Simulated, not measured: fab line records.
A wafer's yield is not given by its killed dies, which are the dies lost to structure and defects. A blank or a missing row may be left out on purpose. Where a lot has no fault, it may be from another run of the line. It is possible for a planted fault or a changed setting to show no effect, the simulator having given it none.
Matching of chambers / flow sky130 / SKY_VIA2_CMP_02 on cmp-01: 4 sister chambers
The step polishes SiO2. 33 wafers are shown with their chamber, then 12 later ones without.

== EACH WAFER AND ITS CHAMBER ==
wafer=L074.3; chamber=2; motor current A (A)=12.7
wafer=L074.4; chamber=0; motor current A (A)=11.0
wafer=L074.5; chamber=1; motor current A (A)=11.7
wafer=L075.1; chamber=3; motor current A (A)=13.2
wafer=L075.4; chamber=1; motor current A (A)=11.4
wafer=L075.6; chamber=0; motor current A (A)=10.4
wafer=L076.1; chamber=2; motor current A (A)=11.9
wafer=L076.5; chamber=0; motor current A (A)=11.1
wafer=L076.6; chamber=1; motor current A (A)=12.0
wafer=L077.2; chamber=3; motor current A (A)=12.8
wafer=L077.3; chamber=0; motor current A (A)=10.9
wafer=L077.5; chamber=2; motor current A (A)=11.7
wafer=L080.1; chamber=1; motor current A (A)=11.8
wafer=L080.4; chamber=0; motor current A (A)=12.0
wafer=L080.5; chamber=2; motor current A (A)=11.5
wafer=L079.1; chamber=1; motor current A (A)=12.0
wafer=L079.2; chamber=3; motor current A (A)=12.3
wafer=L079.6; chamber=2; motor current A (A)=12.7
wafer=L082.3; chamber=2; motor current A (A)=12.6
wafer=L082.4; chamber=1; motor current A (A)=11.8
wafer=L082.6; chamber=0; motor current A (A)=11.0
wafer=L083.1; chamber=0; motor current A (A)=11.4
wafer=L083.2; chamber=1; motor current A (A)=10.9
wafer=L083.3; chamber=2; motor current A (A)=12.0
wafer=L085.1; chamber=0; motor current A (A)=11.3
wafer=L085.2; chamber=3; motor current A (A)=12.9
wafer=L085.6; chamber=3; motor current A (A)=13.4
wafer=L086.4; chamber=3; motor current A (A)=12.9
wafer=L086.5; chamber=0; motor current A (A)=11.6
wafer=L086.6; chamber=1; motor current A (A)=12.5
wafer=L088.3; chamber=3; motor current A (A)=13.3
wafer=L088.4; chamber=1; motor current A (A)=11.7
wafer=L088.6; chamber=1; motor current A (A)=11.3

SIGNATURES (means of the wafers above)
reading=motor current A; chamber 0=11.189; chamber 1=11.710; chamber 2=12.157; chamber 3=12.971; scatter within a chamber=0.445
Rule: for a wafer and a chamber, the distance is found by dividing, reading by reading, the gap between the wafer's reading and the chamber's mean by the reading's scatter, squaring, summing and taking the root. If the next closest chamber is less than 2 further off than the closest, the wafer can't be placed; otherwise it belongs to the closest. How the scatter is found: for the shown wafers, subtract from each reading the mean of its chamber, square and add these, divide the total by (wafers less chambers), then take the root.

== WAFERS MISSING THEIR CHAMBER ==
wafer=L089.2; motor current A (A)=11.2
wafer=L089.3; motor current A (A)=12.8
wafer=L089.5; motor current A (A)=11.5
wafer=L090.2; motor current A (A)=11.8
wafer=L090.3; motor current A (A)=11.9
wafer=L090.4; motor current A (A)=11.2
wafer=L093.2; motor current A (A)=11.4
wafer=L093.3; motor current A (A)=13.5
wafer=L093.5; motor current A (A)=11.7
wafer=L097.1; motor current A (A)=11.1
wafer=L097.2; motor current A (A)=12.1
wafer=L097.4; motor current A (A)=11.6

== CHAMBER TAKEN BY EACH ==
wafer=L089.2; from the rows above=can't be placed: 0 or 1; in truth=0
wafer=L089.3; from the rows above=can't be placed: 3 or 2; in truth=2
wafer=L089.5; from the rows above=can't be placed: 1 or 0 or 2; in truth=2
wafer=L090.2; from the rows above=can't be placed: 1 or 2 or 0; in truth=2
wafer=L090.3; from the rows above=can't be placed: 1 or 2 or 0 or 3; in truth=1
wafer=L090.4; from the rows above=can't be placed: 0 or 1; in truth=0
wafer=L093.2; from the rows above=can't be placed: 0 or 1 or 2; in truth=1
wafer=L093.3; from the rows above=can't be placed: 3 or 2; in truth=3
wafer=L093.5; from the rows above=can't be placed: 1 or 2 or 0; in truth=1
wafer=L097.1; from the rows above=can't be placed: 0 or 1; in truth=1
wafer=L097.2; from the rows above=can't be placed: 2 or 1 or 3 or 0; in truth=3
wafer=L097.4; from the rows above=can't be placed: 1 or 0 or 2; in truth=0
Correctly placed: 0 of 12. Cannot be placed on the basis of these rows: 12; the candidates contain the true chamber in 12. 0 placed wrongly.
